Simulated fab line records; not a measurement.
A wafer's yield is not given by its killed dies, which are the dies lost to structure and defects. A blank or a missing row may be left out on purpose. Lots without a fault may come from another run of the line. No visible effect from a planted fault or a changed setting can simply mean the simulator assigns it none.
Struck lot and sound lot, side by side / flow gf180mcu / 15 out of 602 route steps
Sound: wafers L904.1, L904.3, L904.6. Struck: wafer L895.1 (left out: L895.2, a lot-mate that was not struck); the cause follows at the end.
Each step with rows lists, per side, the tool, then ch with its chambers, then its first start. Under that, the readings that differ: sound wafers / struck wafers / difference of the means / sigmas: that difference in standard deviations of wafers without a fault.
alike: readings with means less than 2 such deviations apart, plus words and numbers identical on both sides. not compared: withheld readings, readings lacking a value on some wafer, bounds such as >300 that could conceal the same value, and numbers that have no deviation in the record and whose values overlap.
A row with sigmas, a row that says differs or no value, or rows on one side alone: a step with any of these is where the two part. When numbers do not overlap yet have no deviation, they are printed without sigmas and do not part them. A reading that every wafer of one side lacks parts them only if that side has two wafers or more.

GF_CONTACT_ETCH_16: etches BARC in N2/H2.
  sound on rie_diel-01 ch 0,1,3, day 23 13:37; struck on rie_diel-03 ch 0, day 20 14:21
  alike: drypump_motor_current_A, oes_product_au, throttle_valve_pct
then, 1 step without rows for these wafers: GF_CONTACT_ETCH_17 (etches SiO2 in C4F8/O2/Ar, stops on CoSi2, target depth 860 nm).
GF_CONTACT_STRIP_18: strips in O2/N2.
  sound on plasma_asher-03 ch 0,1, day 23 13:47; struck on plasma_asher-01 ch 0, day 20 14:31
  alike: drypump_motor_current_A, heater_power_w, oes_product_au
  not compared: rf_hours_counter_h
then, 4 steps without rows for these wafers: GF_CONTACT_CLEAN_19 (cleans in SPM); GF_CONTACT_CLEAN_20 (cleans in DIW); GF_CONTACT_CLEAN_21 (cleans in dHF, time 20 s); GF_CONTACT_SPUTTER_22 (material Ti, target thk 15 nm, time 80.02 s).
GF_CONTACT_SPUTTER_23: material TiN, target thk 10 nm, time 40 s.
  struck on pvd_sputter-02, day 20 14:52; sound on pvd_sputter-01, day 23 14:15
  alike: chamber_pressure_pa, throttle_valve_pct
GF_CONTACT_CVD_24: deposits W, target thk 300 nm, time 90.339 s.
  sound on cvd_w-01 ch 1, day 23 14:17; struck on cvd_w-02 ch 0, day 20 14:55
  alike: heater_power_w
GF_CONTACT_RS_MEAS_25: the measuring method here is four-point-probe.
  struck on film_metro-01, day 20 15:01; sound on film_metro-04, day 23 14:23
  alike: CONTACT_W_RS
GF_CONTACT_THK_MEAS_26: measures by xrf.
  struck on film_metro-01, day 20 15:08; sound on film_metro-04, day 23 14:30
  alike: CONTACT_W_THK
then, 1 step without rows for these wafers: GF_CONTACT_CMP_27 (polishes, stops on SiO2, t overpolish 15 s, target thk 0 nm).
GF_M1_SPUTTER_00: material Ti, target thk 37.5 nm, time 150 s.
  struck on pvd_sputter-01, day 20 15:29; sound on pvd_sputter-03, day 23 14:52
reading=chamber_pressure_pa (Pa); sound=1.992 2.002 2.001; struck=2.010; difference=+0.012; sigmas=+3
reading=model.Ti_of_M1_SPUTTER_00.thk_nm (nm); sound=37.67 37.97 37.67; struck=70.65; difference=+32.88; sigmas=
  alike: throttle_valve_pct
GF_M1_SPUTTER_01: material TiN, target thk 30 nm, time 25 s.
  struck on pvd_sputter-01, day 20 15:35; sound on pvd_sputter-03, day 23 14:58
  alike: chamber_pressure_pa, throttle_valve_pct
GF_PASSIVATION_PROBE_99:
  the record holds rows for the sound wafers here (prober-01, day 34 14:58) but none for the struck ones

WHERE THEY PART
Last at GF_PASSIVATION_PROBE_99 as far as this record goes, first at GF_M1_SPUTTER_00.

WHY: the cause the simulator had injected
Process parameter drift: pvd_sputter-01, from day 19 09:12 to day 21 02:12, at GF_M1_SPUTTER_00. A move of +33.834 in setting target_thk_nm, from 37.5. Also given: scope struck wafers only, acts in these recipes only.
